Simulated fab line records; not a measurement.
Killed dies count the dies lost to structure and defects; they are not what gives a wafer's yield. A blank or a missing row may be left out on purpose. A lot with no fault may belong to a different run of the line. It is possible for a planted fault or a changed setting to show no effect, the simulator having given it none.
Which tool did it? -- flow gf180mcu -- 12 lots (36 wafers sampled), 1 step of a 602-step route

== WHAT THE GAUGES READ, wafer by wafer ==
GF_V1_RS_MEAS_24: uses a four-point probe to measure.
lot,measured,on,V1_W_RS (ohm/sq)
L075,day 18 16:40,film-metro-01,0.331 0.322 0.319
L077,day 19 07:54,film-metro-03,0.324 0.326 0.326
L079,day 20 00:50,film-metro-04,0.328 0.330 0.327
L081,day 20 15:55,film-metro-01,0.326 0.328 0.326
L083,day 21 13:24,film-metro-04,0.319 0.316 0.321
L085,day 22 07:20,film-metro-03,0.320 0.321 0.327
L087,day 23 01:51,film-metro-03,0.326 0.325 0.324
L089,day 23 18:20,film-metro-01,0.329 0.322 0.324
L091,day 24 09:41,film-metro-03,0.321 0.323 0.320
L093,day 25 02:36,film-metro-03,0.319 0.329 0.330
L095,day 25 17:46,film-metro-03,0.324 0.334 0.328
L097,day 26 04:20,film-metro-01,0.323 0.325 0.317

== EACH LOT AND THE TOOL THAT RAN IT (in order: tool; ch and the chambers of the sampled wafers; start) ==
Before these readings, the record contains no process step.

== THE ANSWER, worked out from the rows above alone ==
Rule: what is usual is taken from the lots themselves. Put in order of their means at a reading, lots are off if they are a third of the lots or fewer, leave a main group of 4 or more, and stand apart from it by a gap of 3 or more times the standard deviation of the main group's means; of several such gaps the widest counts. The tables above print the reading to a certain number of digits; a main group whose means all agree to those digits is not used. Also off: a lot with no number at a reading for which 4 or more lots have one. All remaining lots with rows at the step are treated as sound.
Across all readings shown, no lot is off: no conclusion can be drawn from this.

== WHAT HAD BEEN PUT IN BY THE SIMULATOR ==
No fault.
